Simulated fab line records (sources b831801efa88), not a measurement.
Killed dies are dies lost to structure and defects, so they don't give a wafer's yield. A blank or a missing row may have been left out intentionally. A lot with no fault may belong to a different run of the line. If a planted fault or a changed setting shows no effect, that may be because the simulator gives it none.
Matching of chambers | flow gf180mcu | GF_V5_CVD_02 on pecvd-04 has 3 sister chambers
The step deposits SiO2 from TEOS, target thk 1450 nm, time 163.28 s. 3 wafers are shown with their chamber, then 7 later ones without.

EACH WAFER AND ITS CHAMBER
wafer  | chamber | heater_power_w (W)
L762.6 | 1       | 409
L764.1 | 0       | 789
L764.4 | 2       | 601

WAFERS WITHOUT THEIR CHAMBER
wafer  | heater_power_w (W)
L764.6 | 638
L768.2 | 731
L768.5 | 524
L768.6 | 400
L769.1 | 534
L769.2 | 760
L769.5 | 628

EACH ONE'S CHAMBER
wafer  | from the rows above     | in truth
L764.6 | 2                       | 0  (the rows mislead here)
L768.2 | can't be placed: 0 or 2 | 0
L768.5 | can't be placed: 2 or 1 | 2
L768.6 | 1                       | 1
L769.1 | can't be placed: 2 or 1 | 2
L769.2 | 0                       | 0
L769.5 | 2                       | 2
Correct placement for 3 of the 7. Can't be placed from these rows: 3 (the true chamber is among the candidates in 3). Wrongly placed: 1.
How it was worked out, from the rows above alone: a wafer's distance from a chamber is the root of the sum, over the readings, of the square of ((its reading less the chamber's mean) divided by the reading's scatter). The wafer belongs to the nearest chamber; if the next one is less than 2 further off, it can't be placed. The mean given for a chamber averages the wafers shown for that chamber. The scatter: root of mean squared gap, hidden wafer to nearest shown wafer, with one shown wafer a chamber.
